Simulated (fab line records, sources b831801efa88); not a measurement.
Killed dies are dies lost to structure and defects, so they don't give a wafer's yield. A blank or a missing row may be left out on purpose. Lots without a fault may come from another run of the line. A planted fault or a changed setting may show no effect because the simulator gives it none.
Which tool did it? | flow sky130 | 7 lots, 20 wafers sampled, at 1 step of a route of 708

WHAT THE GAUGES READ, wafer by wafer
SKY_LDD_P_OVL_MEAS_08.
lot  | measured     | on         | LDD_P_OVL (nm)
L528 | day 20 13:28 | overlay-02 | -0.4 1.4 0.4
L529 | day 21 18:19 | overlay-02 | 1.7 0.9 -0.7
L536 | day 23 11:47 | overlay-01 | -0.4 1.5 -0.5
L540 | day 23 22:16 | overlay-01 | -0.4 0.4
L544 | day 25 22:29 | overlay-01 | -1.4 0.2 -1.6
L547 | day 26 07:36 | overlay-01 | 0.2 1.0 1.6
L550 | day 27 07:17 | overlay-02 | 0.5 0.7 0.9

WHICH TOOL RAN EACH LOT (tool, then ch and the chambers of the sampled wafers, then the start)
The record holds no process step before these readings.

THE ANSWER, worked out from the rows above alone
Rule: what is usual is taken from the lots themselves. Put in order of their means at a reading, lots are off if they are a third of the lots or fewer, leave a main group of 4 or more, and stand apart from it by a gap of 3 or more times the standard deviation of the main group's means; of several such gaps the widest counts. A main group whose means are all the same, to the digits that the tables above print for the reading, isn't used. A lot without any number at a reading at which 4 lots or more have one is off too. The other lots that the step has rows for count as sound.
No lot is off at any reading shown: from this, nothing can be told.

WHAT THE SIMULATOR HAD PUT IN
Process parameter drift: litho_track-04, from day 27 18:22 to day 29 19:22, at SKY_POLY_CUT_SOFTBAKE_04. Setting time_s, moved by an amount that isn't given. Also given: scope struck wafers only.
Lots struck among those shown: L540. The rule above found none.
